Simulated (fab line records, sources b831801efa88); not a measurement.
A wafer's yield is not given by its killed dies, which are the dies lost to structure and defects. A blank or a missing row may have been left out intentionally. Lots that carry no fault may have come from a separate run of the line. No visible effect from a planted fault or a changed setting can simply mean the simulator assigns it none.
Chamber matching | flow sky130 | 4 sister chambers for SKY_VIA4_ETCH_12 on rie diel-03
The step etches SiO2 in C4F8/O2/Ar, stops on TiN, target depth 580 nm. 14 wafers are shown with their chamber, then 7 later ones without.

## EACH WAFER AND ITS CHAMBER
wafer  | chamber | oes product au (a.u.)
L078.1 | 3       | 0.926
L078.2 | 1       | 0.923
L078.3 | 0       | 0.929
L078.4 | 2       | 0.930
L078.5 | 3       | 0.922
L078.6 | 0       | 0.926
L085.1 | 0       | 0.921
L085.2 | 2       | 0.934
L085.3 | 3       | 0.921
L085.4 | 1       | 0.930
L085.5 | 1       | 0.920
L085.6 | 0       | 0.926
L086.1 | 2       | 0.919
L086.3 | 0       | 0.928

SIGNATURES (averages over the wafers above)
reading        | chamber 0 | chamber 1 | chamber 2 | chamber 3 | scatter within a chamber
oes product au | 0.92600   | 0.92433   | 0.92767   | 0.92300   | 0.00475
Rule: for a wafer and a chamber, the distance is found by dividing, reading by reading, the gap between the wafer's reading and the chamber's mean by the reading's scatter, squaring, summing and taking the root. The wafer belongs to the nearest chamber; if the next one is less than 2 further off, it can't be placed. The scatter is the square root of a quotient: the sum, over the shown wafers, of each reading's squared deviation from its chamber's mean, divided by wafers minus chambers.

## WAFERS WITHOUT THEIR CHAMBER
wafer  | oes product au (a.u.)
L086.6 | 0.927
L091.1 | 0.924
L091.3 | 0.930
L091.4 | 0.921
L095.2 | 0.927
L095.3 | 0.922
L095.4 | 0.921

## THE CHAMBER EACH PASSED THROUGH
wafer  | from the rows above               | in truth
L086.6 | can't be placed: 2 or 0 or 1 or 3 | 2
L091.1 | can't be placed: 1 or 3 or 0 or 2 | 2
L091.3 | can't be placed: 2 or 0 or 1 or 3 | 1
L091.4 | can't be placed: 3 or 1 or 0 or 2 | 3
L095.2 | can't be placed: 2 or 0 or 1 or 3 | 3
L095.3 | can't be placed: 3 or 1 or 0 or 2 | 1
L095.4 | can't be placed: 3 or 1 or 0 or 2 | 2
Correctly placed: 0 of 7. These rows do not allow placing 7 (true chamber among the candidates in 7). 0 placed wrongly.
